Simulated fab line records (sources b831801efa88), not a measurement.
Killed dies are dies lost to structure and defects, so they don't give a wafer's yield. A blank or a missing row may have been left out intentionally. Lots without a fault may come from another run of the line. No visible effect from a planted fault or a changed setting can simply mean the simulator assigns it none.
Comparing a struck lot with a sound one | flow sky130 | 13 steps out of a route of 708
Sound: wafers L626.3, L626.4, L626.6. Wafers L630.1, L630.3, L630.4 were the ones struck. The cause comes at the end.
Each step with rows lists, per side, the tool, then ch with its chambers, then its first start. Under that, the readings that differ: sound wafers | struck wafers | difference of the means | sigmas: that difference in standard deviations of wafers without a fault.
alike: readings whose means differ by less than 2 such deviations, and words and numbers that are the same on both sides. not compared: withheld readings, readings that some wafer has no value for, bounds like >300 that may hide the same value, and numbers for which the record gives no deviation and whose values overlap.
A row with sigmas, a row that says differs or no value, or rows on one side alone: a step with any of these is where the two part. Numbers that have no deviation but don't overlap get no sigmas and don't part them. A reading that every wafer of one side lacks parts them only if that side has two wafers or more.

SKY_NWELL_STRIP_25: strips in O2/N2.
  sound on plasma asher-01 ch 0,1, day 9 07:04; struck on plasma asher-02 ch 0,1, day 10 02:03
  alike: drypump motor current A, oes product au, strip time to endpoint s
  not compared: rf hours counter h
SKY_NWELL_TW_MEAS_26:
  sound on film metro-02 at day 9 07:09; struck on film metro-04 at day 10 02:09
  alike: NWELL_2_TW
then, 1 step without rows for these wafers: SKY_NWELL_CLEAN_27 (cleans in SC1/SC2, time 150 s).
SKY_NWELL_RTA_28: time 30 s.
  sound on rtp anneal-01 ch 0, day 9 07:17; struck on rtp anneal-01 ch 0, day 10 02:16
  alike: lamp power pct, ramp up c per s, wafer_temp_C_max
SKY_NWELL_RS_MEAS_29: measurement is done with a four-point probe.
  sound on film metro-04 at day 9 07:23; struck on film metro-02 at day 10 02:22
  alike: NWELL_RS
SKY_NWELL_RS_MEAS_31: measurement is done with a four-point probe.
  sound on film metro-04 at day 9 07:38; struck on film metro-02 at day 10 02:36
  alike: PWDE_RS
then, 5 steps without rows for these wafers: SKY_VT_ADJUST_HVTP_DEHYDRATE_00 (time 60 s); SKY_VT_ADJUST_HVTP_HMDS_01 (prime time 60 s); SKY_VT_ADJUST_HVTP_COAT_02 (resist thk 1140 nm); SKY_VT_ADJUST_HVTP_SOFTBAKE_03 (time 60 s); SKY_VT_ADJUST_HVTP_EXPOSE_04 (exposes mask HVTPM, target cd 380 nm).
SKY_VT_ADJUST_HVTP_PEB_05:
  sound on litho track-03 ch 0, day 10 05:37; struck on litho track-02, day 11 00:17
  reading         | sound          | struck | difference                    | sigmas
  exhaust pa (Pa) | 44.8 45.7 44.4 | - - -  | no value on the struck wafers |
  not compared: chill plate temp C, resist line temp C, time s
then, 1 step without rows for these wafers: SKY_VT_ADJUST_HVTP_DEVELOP_06 (develop time 60 s).

WHERE THEY PART
Only at SKY_VT_ADJUST_HVTP_PEB_05, within this record.

WHY: what had been put in by the simulator
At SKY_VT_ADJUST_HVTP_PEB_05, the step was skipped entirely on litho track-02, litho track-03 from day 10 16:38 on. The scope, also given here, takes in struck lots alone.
